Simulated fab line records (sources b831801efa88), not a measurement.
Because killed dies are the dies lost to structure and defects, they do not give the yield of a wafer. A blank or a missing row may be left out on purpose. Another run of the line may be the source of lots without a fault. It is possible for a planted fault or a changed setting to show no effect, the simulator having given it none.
Struck lot and sound lot, side by side | flow sky130 | 36 steps out of a route of 708
Sound: wafers L261.1, L261.2, L261.3. Wafers struck: L278.1, L278.2, L278.6. Last of all comes the cause.
Order at every step that has rows: each side's tool, ch and its chambers, its first start. Under that, the readings that differ: sound wafers | struck wafers | difference of the means | sigmas: that difference in standard deviations of wafers without a fault.
alike: readings with means less than 2 such deviations apart, plus words and numbers identical on both sides. not compared: withheld readings, readings lacking a value on some wafer, bounds such as >300 that could conceal the same value, and numbers that have no deviation in the record and whose values overlap.
A row with sigmas, a row that says differs or no value, or rows on one side alone: a step with any of these is where the two part. Numbers that have no deviation but don't overlap get no sigmas and don't part them. A reading missing from all wafers of one side parts the sides only when that side holds two or more wafers.

first, 10 steps without rows for these wafers: SKY_GATE_OXIDE_HMDS_04 (prime time 60 s); SKY_GATE_OXIDE_COAT_05 (resist thk 1140 nm); SKY_GATE_OXIDE_SOFTBAKE_06 (time 60 s); SKY_GATE_OXIDE_EXPOSE_07 (exposes mask LVOM, target cd 600 nm); SKY_GATE_OXIDE_PEB_08; SKY_GATE_OXIDE_DEVELOP_09 (develop time 60 s); SKY_GATE_OXIDE_IMPLANT_11; SKY_GATE_OXIDE_WET_ETCH_12 (etches SiO2 in dHF, target depth 16.8 nm, time 336 s); SKY_GATE_OXIDE_STRIP_13 (strips in O2/N2); SKY_GATE_OXIDE_CLEAN_15 (cleans in SC1/SC2, time 150 s).
SKY_GATE_OXIDE_OXIDATION_16: stabilise 600 s, purge 300 s, target thk 3.57 nm.
  sound on furnace-02 ch 0, day 14 15:20; struck on furnace-02 ch 0, day 20 18:05
reading                                          | sound             | struck            | difference | sigmas
model.SiO2_of_GATE_OXIDE_OXIDATION_01.thkNm (nm) | 11.33 11.25 11.47 | 10.81 10.77 10.75 | -0.57      | 
then, 24 steps without rows for these wafers: SKY_POLY_GATE_CVD_00 (deposits poly-Si, target thk 180 nm, time 720 s); SKY_RES_PROTECT_DEHYDRATE_00 (time 60 s); SKY_RES_PROTECT_HMDS_01 (prime time 60 s); SKY_RES_PROTECT_COAT_02 (resist thk 1140 nm); SKY_RES_PROTECT_SOFTBAKE_03 (time 60 s); SKY_RES_PROTECT_EXPOSE_04 (exposes mask RPM, target cd 1270 nm); SKY_RES_PROTECT_PEB_05; SKY_RES_PROTECT_DEVELOP_06 (develop time 60 s); SKY_POLY_GATE_IMPLANT_02; SKY_RES_PROTECT_STRIP_07 (strips in O2/N2); SKY_RES_PROTECT_CLEAN_09 (cleans in SC1/SC2, time 150 s); SKY_POLY_GATE_CVD_03 (deposits Si3N4 from DCS/NH3, target thk 75 nm, time 1290 s); SKY_POLY_GATE_DEHYDRATE_05 (time 60 s); SKY_POLY_GATE_HMDS_06 (prime time 60 s); SKY_POLY_GATE_COAT_07 (resist thk 110 nm); SKY_POLY_GATE_COAT_08 (resist thk 450 nm); SKY_POLY_GATE_SOFTBAKE_09 (time 90 s); SKY_POLY_GATE_EXPOSE_10 (exposes mask P1M, target cd 150 nm); SKY_POLY_GATE_PEB_11; SKY_POLY_GATE_DEVELOP_12 (develop time 60 s); SKY_POLY_GATE_ETCH_15 (etches BARC in N2/H2, stops on SiO2, time 118.5 s, target depth 110 nm); SKY_POLY_GATE_ETCH_16 (etches Si3N4 in CH3F/O2, stops on poly-Si, time 147.5 s, target depth 75 nm); SKY_POLY_GATE_ETCH_17 (etches poly-Si in HBr/Cl2, stops on SiO2, target depth 180 nm, time 70.5 s); SKY_POLY_GATE_STRIP_18 (strips in O2/N2).
-- a jump in the record: the struck wafers' starts before and after are 30 days apart (it breaks off in module POLY_GATE and resumes in module PAD_OPEN, where the first step shown is number 708 of the route) --
SKY_PAD_OPEN_PROBE_99:
  sound on prober-02 at day 46 10:34; struck on prober-02 at day 50 11:19
reading                                 | sound                        | struck                                                            | difference                   | sigmas
hold                                    | - - -                        | awaitDispo/6.2h/scrap awaitDispo/6.2h/scrap awaitDispo/6.2h/scrap | no value on the sound wafers | 
model.etest.nfet_16v.rOnOhmUm           | 1.392e+04 1.396e+04 1.41e+04 | 1.361e+04 1.371e+04 1.382e+04                                     | -2.800e+02                   | 
model.etest.pfet_01v8.rOnOhmUm          | 2939 2885 2861               | 2492 2543 2569                                                    | -360                         | 
model.etest.nfet_01v8_lvt.driveUaUm     | 568.8 579.6 578.5            | 826 828.5 799.1                                                   | +242                         | 
model.etest.nfet_01v8_turned.driveUaUm  | 504.4 509.7 507.7            | 756.5 755.5 730.9                                                 | +240.4                       | 
model.etest.nfet_01v8_swapped.driveUaUm | 499.8 505.2 508.4            | 752.9 759.7 734.2                                                 | +244.5                       | 
model.etest.nfet_01v8.driveUaUm         | 496.8 508.4 509.4            | 751.4 757.9 735.5                                                 | +243.4                       | 
model.etest.sramNfetPass.driveUaUm      | 478.2 484.7 488.5            | 737.9 721 694.6                                                   | +234.0                       | 
  alike: killed_at_M0_to_M3, killed_at_M4_up, killedAtContacts, killedAtFrontEnd, killedAtOther, killedDies, killedOpen, killedShort
  not compared: model.etest.pfetG5v0d10v5.rOnOhmUm

== WHERE THEY PART ==
Only at SKY_PAD_OPEN_PROBE_99, within this record.

WHY: whatever the simulator had introduced
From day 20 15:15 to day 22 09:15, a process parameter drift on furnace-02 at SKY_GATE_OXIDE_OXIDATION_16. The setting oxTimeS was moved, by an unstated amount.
